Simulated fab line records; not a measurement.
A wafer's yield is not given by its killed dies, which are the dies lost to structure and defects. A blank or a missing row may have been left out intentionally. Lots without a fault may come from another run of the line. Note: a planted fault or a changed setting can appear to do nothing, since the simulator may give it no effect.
Code-filled problem report in 8D (eight disciplines) form ; flow gf180mcu ; the parts of the form that need people (team, actions taken, sign-off) are left out

1. PROBLEM STATEMENT
Mean of run_length_s at GF_HV_LDD_SOFTBAKE_27: 92.41 s across 2 wafers in 2 lots; on wafers with no fault it is 88.86 s (standard deviation 0.14). That puts it +25 standard deviations away from the usual mean.
The step: time 60 s.
First observed at day 14 11:13: wafer L270.1, on litho_track-03. The record has a number at this step for 40 wafers belonging to 14 lots. Rule for "out", or "out of limits": more than 4 standard deviations from the usual mean. The rest of the wafers with a number are treated as sound.

2. WHAT IT IS, WHAT IT ISN'T
question;is;is not
which readings at this step;run_length_s;exhaust_pa, heater_power_total_W
which lots;L270, L271;L260, L261, L262, L263, L264, L265, L266, L267, L268, L278, L279, L280
which wafers of those lots;L270.1, L271.1;L270.2, L271.4
read on which tools;litho_track-03;litho_track-01, litho_track-02
when;from day 14 11:13;"up to then (28 sound wafers); but 10 sound wafers of L271, L278, L279, L280 came after"

3. THE SUSPECTS, EACH WITH WHAT RULES IT OUT
Counting: if a tool at a process step up to the reading ran every lot that is out, it stays a suspect. Sound lots after the first of them don't rule it out here, since some wafers of a struck lot are sound.
- litho_track-03 at GF_HV_LDD_SOFTBAKE_27 (time 60 s): kept. Ran every lot that is out, first one L270 (day 14 11:13); last sound lot up to then L268 (day 13 14:08). Its own run_length_s readings are out on those wafers.
Remaining after the count: litho_track-03 at GF_HV_LDD_SOFTBAKE_27.

4. THE CAUSE (what the simulator had put in)
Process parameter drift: litho_track-03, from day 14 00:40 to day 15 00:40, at GF_HV_LDD_SOFTBAKE_27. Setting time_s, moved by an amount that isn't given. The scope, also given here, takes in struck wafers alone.
This tool alone remained once counting was done.

5. THE CHAIN OF EFFECTS, in route order
One row per reading whose mean, taken over the struck wafers that have a number, lies over 3 standard deviations from the usual. Only readings for which the record gives a usual standard deviation are gone through. hours: the time from each lot's start at the first step in this table that gives one to its start at this step, as a median over the lots. sigmas: the change in usual standard deviations.
hours;step;reading;usual;on struck wafers;change;sigmas
0;GF_HV_LDD_SOFTBAKE_27;run_length_s;88.86 s;92.41;+3.55;+25
It contains these process steps:
- GF_HV_LDD_SOFTBAKE_27: time 60 s.
At these later measuring or inspecting steps, every struck wafer for which the step has a row has a number for every such reading, and none has moved that far: GF_M2_RS_MEAS_05.

6. WHAT WOULD HAVE CAUGHT IT SOONER
In this record no reading fell out of limits until day 14 11:13, 11 hours after the fault had begun at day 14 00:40.
